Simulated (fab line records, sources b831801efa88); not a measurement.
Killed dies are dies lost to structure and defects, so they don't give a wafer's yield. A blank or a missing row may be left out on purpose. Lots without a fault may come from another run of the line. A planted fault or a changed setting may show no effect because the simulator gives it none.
Problem report in the 8D (eight disciplines) form, filled by code | flow sky130 | the parts of the form that need people (team, actions taken, sign-off) are left out

1. THE PROBLEM
LI_CONTACT_W_RS at SKY_LI_CONTACT_RS_MEAS_22 reads a mean of 0.258 ohm/sq on 4 wafers of 2 lots; wafers without a fault read 0.290 ohm/sq with a standard deviation of 0.0031. That is -10 standard deviations from the usual mean.
The step: measures by four-point-probe.
First seen on wafer L822.2, day 32 07:10, on film_metro-02. The record holds 30 wafers of 10 lots with a number at this step. Rule for "out", or "out of limits": more than 4 standard deviations from the usual mean. The other wafers with a number count as sound.

2. WHAT IT IS AND WHAT IT IS NOT
question                    | is                             | is not
which readings at this step | LI_CONTACT_W_RS                | -
which lots                  | L822, L825                     | L814, L815, L831, L832, L833, L834, L835, L837
which wafers of those lots  | L822.2, L822.3, L825.2, L825.5 | L822.6, L825.1
read on which gauges        | film_metro-02, film_metro-04   | film_metro-01
when                        | from day 32 07:10              | up to then (7 sound wafers); but 19 sound wafers of L825, L831, L832, L833, L834, L835, L837 came after

3. SUSPECTS, AND WHAT RULES EACH OUT
Counting: a tool at a process step up to the reading stays a suspect if it ran every lot that is out. Sound lots after the first of them don't rule it out here, since some wafers of a struck lot are sound.
- the gauge at SKY_LI_CONTACT_RS_MEAS_22: ruled out. The wafers that are out were read on 2 gauges (film_metro-02, film_metro-04).
- rtp_anneal-01 at SKY_SD_N_RTA_14 (time 2 s): kept. It ran every lot that is out, first L822 (day 31 01:35); its last sound lot up to then is L814 (day 27 20:14).
- cvd_w-01 at SKY_LI_CONTACT_CVD_21 (deposits W, target thk 400 nm, time 120.56 s): kept. It ran every lot that is out, first L822 (day 32 07:01); its last sound lot up to then is L815 (day 30 00:59).
Left after counting: rtp_anneal-01 at SKY_SD_N_RTA_14, cvd_w-01 at SKY_LI_CONTACT_CVD_21.

4. THE CAUSE (what the simulator had put in)
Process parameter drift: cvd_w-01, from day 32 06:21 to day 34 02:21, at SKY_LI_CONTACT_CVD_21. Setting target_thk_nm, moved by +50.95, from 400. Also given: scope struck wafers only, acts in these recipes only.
Counting left 2 suspects, and this tool is among them.

5. THE CHAIN OF EFFECTS, in route order
Each row: a reading whose mean over the struck wafers that have a number lies more than 3 standard deviations from the usual. Only readings for which the record gives a usual standard deviation are gone through. hours: the time from each lot's start at the first step in this table that gives one to its start at this step, as a median over the lots. sigmas: the change in usual standard deviations.
hours | step                       | reading            | usual        | on struck wafers | change | sigmas
0     | SKY_LI_CONTACT_RS_MEAS_22  | LI_CONTACT_W_RS    | 0.290 ohm/sq | 0.258            | -0.032 | -10
2     | SKY_LI_CONTACT_THK_MEAS_23 | LI_CONTACT_W_THK   | 386 nm       | 436              | +50    | +11
9     | SKY_LI_CONTACT_CMP_24      | time_to_endpoint_s | 95 s         | 107              | +12    | +3.6
The process steps in it:
- SKY_LI_CONTACT_CMP_24: polishes, stops on PSG, t overpolish 20 s, target thk 0 nm.

6. WHAT WOULD HAVE CAUGHT IT SOONER
In this record the first reading out of limits at a measuring or inspecting step was taken at day 32 07:10, 1 hour after the fault began at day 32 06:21.
Of the tool readings at SKY_LI_CONTACT_CVD_21 for which the record gives a usual standard deviation, none was out on any struck wafer, so an alarm limit of 4 standard deviations on them would not have fired.
Of the lots that are out (2), L825 began SKY_LI_CONTACT_CVD_21 on cvd_w-01 after day 32 07:10. A hold on the tool at that time would have spared it.
